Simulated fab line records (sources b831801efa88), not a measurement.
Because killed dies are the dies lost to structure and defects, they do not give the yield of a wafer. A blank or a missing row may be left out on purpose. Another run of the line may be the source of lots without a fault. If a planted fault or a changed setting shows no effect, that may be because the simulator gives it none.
One fault through the eyes of 2 desks    flow sky130    each desk has only its own numbers; what lay behind them comes last

THE METROLOGY DESK
Means of the sampled wafers that have a number, per lot and without regard to the tool the lot ran on: this is what the gauges read. Any lot whose mean is over 4 standard deviations away from the usual mean is out of limits and marked OUT; that distance is given in the brackets. Shown here are 7 of its 8 readings, the ones lying furthest out on some lot.
Columns: A = cdNm at SKY_VIA3_CD_MEAS_12, usual 200.4 nm; B = VIA3_OVL at SKY_VIA3_OVL_MEAS_13, usual -6 nm; C = VIA3_W_RS at SKY_VIA3_RS_MEAS_22, usual 0.292 ohm/sq; D = VIA3_W_THK at SKY_VIA3_THK_MEAS_23, usual 389 nm; E = CAP2M_CVD_00_THK at SKY_CAP2M_THK_MEAS_01, usual 15.50 nm; F = CAP2M_TIN_RS at SKY_CAP2M_RS_MEAS_03, usual 6.86 ohm/sq; G = CAP2M_OVL at SKY_CAP2M_OVL_MEAS_12, usual -0.3 nm
lot   first seen here  A      B    C      D    E      F     G
L905  day 39 09:50     200.7  -10  0.299  382  15.59  6.83  -1.2
L906  day 39 14:43     200.5  3    0.289  386  15.61  6.88  -0.1
L922  day 44 17:19     200.8  -10  0.289  391  15.46  6.92  -0.3
L925  day 45 03:16     201.7  -1   0.290  392  15.33  6.83  -0.8
L927  day 45 11:58     199.2  -2   0.292  390  15.37  6.87  -1.5
L928  day 45 20:14     198.9  -11  0.294  390  15.70  6.87  -1.3
This desk found nothing out of limits on any of the 6 lots.

AT THE TOOL OWNER'S DESK: pvdSputter-02
The tool's own readings at SKY_VIA3_SPUTTER_20 (material TiN, target thk 20 nm, time 80 s): means of the sampled wafers that have a number, for each lot that ran on this tool. Any lot whose mean is over 4 standard deviations away from the usual mean is out of limits and marked OUT; that distance is given in the brackets.
Columns: A = throttleValvePct at SKY_VIA3_SPUTTER_20, usual 30.8 %
lot   first seen here  A
L906  day 39 15:34     31.2
L922  day 44 18:10     31.4
L925  day 45 04:05     31.0
This desk found nothing out of limits on any of the 3 lots.

PUT TOGETHER
The metrology desk saw nothing out of limits.
The tool owner's desk saw nothing out of limits.

WHAT THE SIMULATOR HAD INSERTED
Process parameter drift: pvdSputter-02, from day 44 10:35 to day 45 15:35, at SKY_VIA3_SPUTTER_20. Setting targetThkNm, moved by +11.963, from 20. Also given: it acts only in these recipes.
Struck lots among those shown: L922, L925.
